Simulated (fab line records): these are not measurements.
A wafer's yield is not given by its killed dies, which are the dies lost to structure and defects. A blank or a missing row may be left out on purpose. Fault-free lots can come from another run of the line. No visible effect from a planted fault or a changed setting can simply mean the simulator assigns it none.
2 desks, one fault    flow sky130    each desk has only its own numbers; what lay behind them comes last

AT THE TOOL OWNER'S DESK: implanter-02
The tool's own readings at SKY_LDD_P_IMPLANT_09, given as means over the sampled wafers that have a number, one for each lot that went through this tool. Any lot whose mean is over 4 standard deviations away from the usual mean is out of limits and marked OUT; that distance is given in the brackets.
Columns: A = beamEnergyKeV at SKY_LDD_P_IMPLANT_09, usual 25.000; B = doseIonsCm2 at SKY_LDD_P_IMPLANT_09, usual 1e+13
lot   first seen here  A                         B
L399  day 21 00:07     24.989                    1e+13
L409  day 23 14:38     25.005                    1e+13
L413  day 25 05:58     26.580 (+99 or more) OUT  1e+13
L415  day 26 01:41     26.561 (+99 or more) OUT  1e+13
This desk's verdict: out of limits on L413, L415, starting with L413 at day 25 05:58 (beamEnergyKeV at SKY_LDD_P_IMPLANT_09). L399, L409: within limits.

THE METROLOGY DESK
Means of the sampled wafers that have a number, per lot and without regard to the tool the lot ran on: this is what the gauges read. Any lot whose mean is over 4 standard deviations away from the usual mean is out of limits and marked OUT; that distance is given in the brackets.
Columns: A = POLY_GATE_OXIDATION_THK at SKY_POLY_GATE_THK_MEAS_21, usual 4.00 nm; B = LDD_LDN_OVL at SKY_LDD_LDN_OVL_MEAS_07, usual 0.7 nm
lot   first seen here  A     B
L397  day 17 06:05     4.05  1.8
L396  day 17 06:05     4.01  0.7
L398  day 17 14:50     4.05  -0.1
L400  day 18 09:33     3.96  -0.3
L399  day 18 09:34     4.05  1.8
L402  day 18 21:25     4.03  1.6
L404  day 19 10:54     4.03  1.0
L405  day 20 00:04     3.89  0.6
L406  day 20 07:22     3.95  0.5
L409  day 21 01:00     4.01  2.1
L410  day 21 05:13     3.97  -0.0
L413  day 22 17:46     3.94  -0.8
L415  day 23 12:50     3.97  1.8
This desk's verdict: no lot among the 13 shows anything out of limits.

TAKEN TOGETHER
The tool owner's desk had the chance to raise an alarm at day 25 05:58 on L413, L415.
Nothing out of limits was seen by the metrology desk.
The metrology desk has L413, L415 on record, within its limits.
The lots listed all ran SKY_LDD_P_IMPLANT_09 on implanter-02.

WHAT THE SIMULATOR HAD PUT IN
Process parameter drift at SKY_LDD_P_IMPLANT_09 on implanter-02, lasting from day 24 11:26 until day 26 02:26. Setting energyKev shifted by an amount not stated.
Shown lots that were struck: L413, L415.
Delay in hours, fault start to first out-of-limits reading, by desk: the tool owner's desk at 19.
